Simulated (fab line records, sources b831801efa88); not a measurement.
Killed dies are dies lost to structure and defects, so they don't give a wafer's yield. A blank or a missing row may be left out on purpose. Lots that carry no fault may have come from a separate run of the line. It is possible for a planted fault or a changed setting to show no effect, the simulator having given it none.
Which tool is to blame? + flow sky130 + 18 wafers from 6 lots sampled at 3 of the route's 708 steps

## WHAT EACH GAUGE READ, for each wafer
SKY_VIA2_THK_MEAS_01.
| lot  | measured     | on            | VIA2_HDPCVD_THK (nm) |
|------|--------------|---------------|----------------------|
| L868 | day 37 04:32 | film metro-01 | 1166 1165 1170       |
| L872 | day 37 20:42 | film metro-02 | 1177 1181 1167       |
| L874 | day 37 21:14 | film metro-04 | 1161 1177 1161       |
| L881 | day 43 16:14 | film metro-01 | 1179 1173 1165       |
| L884 | day 43 17:43 | film metro-02 | 1168 1184 1189       |
| L886 | day 43 21:10 | film metro-01 | 1173 1180 1174       |

## WHICH TOOL RAN EACH LOT (tool, then ch and the chambers of the sampled wafers, then the start)
| lot  | SKY_METAL2_SPUTTER_03        | SKY_VIA2_HDPCVD_00               |
|------|------------------------------|----------------------------------|
| L868 | pvd sputter-02, day 36 00:35 | hdpcvd-01 ch 1,2, day 37 04:23   |
| L872 | pvd sputter-02, day 36 16:20 | hdpcvd-02 ch 0,1,2, day 37 20:34 |
| L874 | pvd sputter-02, day 36 16:47 | hdpcvd-02 ch 0,1,2, day 37 21:07 |
| L881 | pvd sputter-02, day 42 13:55 | hdpcvd-02 ch 1,2, day 43 16:06   |
| L884 | pvd sputter-04, day 42 15:23 | hdpcvd-02 ch 0,1,2, day 43 17:35 |
| L886 | pvd sputter-04, day 42 18:23 | hdpcvd-02 ch 1,2, day 43 21:02   |
- SKY_METAL2_SPUTTER_03: material Ti, target thk 5 nm, time 3.3 s.
- SKY_VIA2_HDPCVD_00: deposits SiO2, target thk 1180 nm, time 196.7 s.

## THE ANSWER, worked out from the rows above alone
Rule: usual is defined by the lots themselves. Put in order of their means at a reading, lots are off if they are a third of the lots or fewer, leave a main group of 4 or more, and stand apart from it by a gap of 3 or more times the standard deviation of the main group's means; of several such gaps the widest counts. Not used: any main group whose means are identical at the precision the tables above print for the reading. Also off: a lot with no number at a reading for which 4 or more lots have one. Any other lot the step has rows for is counted as sound.
Across all readings shown, no lot is off: no conclusion can be drawn from this.

## WHAT THE SIMULATOR PUT IN
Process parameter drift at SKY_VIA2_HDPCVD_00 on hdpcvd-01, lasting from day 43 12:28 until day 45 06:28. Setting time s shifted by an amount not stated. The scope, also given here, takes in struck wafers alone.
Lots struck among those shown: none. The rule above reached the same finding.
